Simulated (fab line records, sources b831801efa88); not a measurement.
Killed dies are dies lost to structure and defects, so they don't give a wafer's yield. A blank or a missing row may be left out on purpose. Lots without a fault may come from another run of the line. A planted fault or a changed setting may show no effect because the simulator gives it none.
A struck lot beside a sound one | flow sfq_line | 41 steps out of a route of 325
Sound: wafers L503.2, L503.4, L503.6. Struck: wafers L498.4, L498.6. The cause comes at the end.
At each step with rows: each side's tool, then ch and its chambers, then its first start. Under that, the readings that differ: sound wafers | struck wafers | difference of the means | sigmas: that difference in standard deviations of wafers without a fault.
alike: readings whose means differ by less than 2 such deviations, and words and numbers that are the same on both sides. not compared: withheld readings, readings that some wafer has no value for, bounds like >300 that may hide the same value, and numbers for which the record gives no deviation and whose values overlap.
The two part at a step that has a row with sigmas, a row that says differs or no value, or rows on one side only. Numbers that don't overlap but have no deviation are shown without sigmas and don't part them. A reading that every wafer of one side lacks parts them only if that side has two wafers or more.

SFQ_I2_OVL_MEAS_918:
  sound on overlay-01, day 44 00:51; struck on overlay-02, day 41 01:08
  reading     | sound | struck  | difference | sigmas
  I2_OVL (nm) | 5 3 7 | -15 -14 | -20        | -3
SFQ_TRILAYER_I2_VIA_BARC_OPEN_VIA_ETCH_096: etches BARC in O2, target depth 125 nm, time 41.7 s.
  sound on rie_diel-03 ch 1,2,3, day 44 00:53; struck on rie_diel-03 ch 0,1, day 41 01:08
  alike: drypump_motor_current_A, oes_product_au, rf_fwd_power_W
  not compared: rf_hours_counter_h
SFQ_TRILAYER_I2_VIA_ETCH_VIA_ETCH_070: etches SiO2 in CHF3, stops on Nb, target depth 260 nm.
  sound on rie_diel-03 ch 1,2,3, day 44 00:55; struck on rie_diel-03 ch 0,1, day 41 01:11
  reading               | sound             | struck      | difference | sigmas
  oes_product_au (a.u.) | 0.852 0.847 0.852 | 0.866 0.857 | +0.011     | +2
  alike: drypump_motor_current_A, rf_fwd_power_W
then, 4 steps without rows for these wafers: SFQ_TRILAYER_I2_VIA_STRIP_STRIP_071 (strips in O2); SFQ_TRILAYER_I2_VIA_STRIP_SOLV_CLEAN_072 (cleans in NMP, time 600 s); SFQ_TRILAYER_M3_DEP_PRE_CLEAN_074 (time 22.5 s); SFQ_TRILAYER_M3_DEP_SPUTTER_073 (material Nb, target thk 200 nm, time 133.3 s).
SFQ_M3_RS_MEAS_919: measures by four-point-probe.
  sound on film_metro-01, day 44 02:33; struck on film_metro-02, day 41 02:15
  alike: M3_NB_RS
then, 3 steps without rows for these wafers: SFQ_TRILAYER_M3_LITHO_COAT_080 (resist thk 62 nm); SFQ_TRILAYER_M3_LITHO_COAT_075 (resist thk 600 nm); SFQ_TRILAYER_M3_LITHO_SOFTBAKE_079.
-- the record jumps here: 5 days lie between the struck wafers' starts before and after --
SFQ_TRILAYER_M3_LITHO_EXPOSE_076: exposes mask M3, target cd 500 nm.
  sound on krf_scanner-02 ch 0, day 49 22:28; struck on krf_scanner-02 ch 0, day 46 04:52
  alike: mask
then, 2 steps without rows for these wafers: SFQ_TRILAYER_M3_LITHO_PEB_078 (peb time 60 s); SFQ_TRILAYER_M3_LITHO_DEVELOP_077 (time 60 s).
SFQ_M3_OVL_MEAS_921:
  sound on overlay-01, day 49 23:46; struck on overlay-01, day 46 05:47
  alike: M3_OVL
SFQ_TRILAYER_M3_BARC_OPEN_METAL_ETCH_100: etches BARC in O2, target depth 125 nm, time 41.7 s.
  sound on rie_metal-01 ch 1, day 49 23:48; struck on rie_metal-04 ch 1, day 46 05:49
  reading             | sound         | struck      | difference | sigmas
  model.M3.cd_nm (nm) | 500 499.9 501 | 493.2 495.1 | -6.2       |
  alike: drypump_motor_current_A, oes_product_au, rf_fwd_power_W
  not compared: rf_hours_counter_h
SFQ_TRILAYER_M3_ETCH_METAL_ETCH_078: etches Nb in Cl2/Ar, stops on SiO2, target depth 240 nm, time 120 s.
  sound on rie_metal-01 ch 1, day 49 23:52; struck on rie_metal-04 ch 1, day 46 05:54
  reading             | sound             | struck      | difference | sigmas
  model.M3.cd_nm (nm) | 500.9 501.2 501.9 | 492.1 494.8 | -7.9       |
  alike: drypump_motor_current_A, oes_product_au, rf_fwd_power_W
  not compared: rf_hours_counter_h
then, 3 steps without rows for these wafers: SFQ_TRILAYER_M3_STRIP_STRIP_079 (strips in O2); SFQ_TRILAYER_M3_STRIP_SOLV_CLEAN_080 (cleans in NMP, time 600 s); SFQ_TRILAYER_I3_DEP_PECVD_081 (deposits SiO2 from SiH4/N2O, time 111.11 s, target thk 500 nm).
SFQ_TRILAYER_I3_CMP_CMP_082: polishes SiO2.
  sound on cmp-02 ch 0,1,3, day 50 06:11; struck on cmp-01 ch 1,2, day 46 06:50
  alike: motor_current_A, time_to_endpoint_s
SFQ_I3_BOW_MEAS_922:
  sound on film_metro-01, day 50 09:12; struck on film_metro-01, day 46 09:54
  alike: I3_BOW
then, 7 steps without rows for these wafers: SFQ_TRILAYER_I3_METRO_MEASURE_083; SFQ_TRILAYER_I3_VIA_LITHO_COAT_090 (resist thk 62 nm); SFQ_TRILAYER_I3_VIA_LITHO_COAT_085 (resist thk 650 nm); SFQ_TRILAYER_I3_VIA_LITHO_SOFTBAKE_089; SFQ_TRILAYER_I3_VIA_LITHO_EXPOSE_086 (exposes mask I3, target cd 500 nm); SFQ_TRILAYER_I3_VIA_LITHO_PEB_088 (peb time 60 s); SFQ_TRILAYER_I3_VIA_LITHO_DEVELOP_087 (time 60 s).
-- the record jumps here: 5 days lie between the struck wafers' starts before and after --
SFQ_I3_OVL_MEAS_923:
  sound on overlay-02, day 56 02:11; struck on overlay-01, day 51 20:26
  alike: I3_OVL
then, 2 steps without rows for these wafers: SFQ_TRILAYER_I3_VIA_BARC_OPEN_VIA_ETCH_121 (etches BARC in O2, target depth 125 nm, time 41.7 s); SFQ_TRILAYER_I3_VIA_ETCH_VIA_ETCH_088 (etches SiO2 in CHF3, stops on Nb, target depth 260 nm).
SFQ_TRILAYER_I3_VIA_STRIP_STRIP_089: strips in O2.
  sound on rie_metal-03 ch 0,1, day 56 02:22; struck on rie_metal-01 ch 0, day 51 20:49
  alike: drypump_motor_current_A, oes_product_au
  not compared: rf_hours_counter_h
then, 2 steps without rows for these wafers: SFQ_TRILAYER_I3_VIA_STRIP_SOLV_CLEAN_090 (cleans in NMP, time 600 s); SFQ_TRILAYER_M4_DEP_PRE_CLEAN_092 (time 22.5 s).
SFQ_TRILAYER_M4_DEP_SPUTTER_091: material Nb, target thk 200 nm, time 133.3 s.
  sound on pvd_sputter-06, day 56 03:10; struck on pvd_sputter-03, day 51 21:26
  alike: resputter_cathode_voltage_v, throttle_valve_pct
SFQ_M4_RS_MEAS_924: measures by four-point-probe.
  sound on film_metro-02, day 56 03:17; struck on film_metro-02, day 51 21:35
  alike: M4_NB_RS
then, 3 steps without rows for these wafers: SFQ_TRILAYER_M4_LITHO_COAT_098 (resist thk 62 nm); SFQ_TRILAYER_M4_LITHO_COAT_093 (resist thk 600 nm); SFQ_TRILAYER_M4_LITHO_SOFTBAKE_097.
-- the record jumps here: 29 days lie between the struck wafers' starts before and after --
SFQ_M8_BOW_MEAS_951:
  sound on film_metro-02, day 82 10:58; struck on film_metro-01, day 81 01:16
  reading               | sound             | struck      | difference | sigmas
  model.etest.m3.ohm_um | 1.768 1.775 1.784 | 1.819 1.808 | +0.038     |
  alike: M8_BOW

WHERE THEY PART
First at SFQ_I2_OVL_MEAS_918; last, within this record, at SFQ_TRILAYER_I2_VIA_ETCH_VIA_ETCH_070. Later steps at which nothing parts them and some readings are alike: SFQ_M3_RS_MEAS_919, SFQ_TRILAYER_M3_LITHO_EXPOSE_076, SFQ_M3_OVL_MEAS_921, SFQ_TRILAYER_M3_BARC_OPEN_METAL_ETCH_100, SFQ_TRILAYER_M3_ETCH_METAL_ETCH_078, SFQ_TRILAYER_I3_CMP_CMP_082, SFQ_I3_BOW_MEAS_922, SFQ_I3_OVL_MEAS_923, SFQ_TRILAYER_I3_VIA_STRIP_STRIP_089, SFQ_TRILAYER_M4_DEP_SPUTTER_091, SFQ_M4_RS_MEAS_924, SFQ_M8_BOW_MEAS_951.

WHY: what the simulator had put in
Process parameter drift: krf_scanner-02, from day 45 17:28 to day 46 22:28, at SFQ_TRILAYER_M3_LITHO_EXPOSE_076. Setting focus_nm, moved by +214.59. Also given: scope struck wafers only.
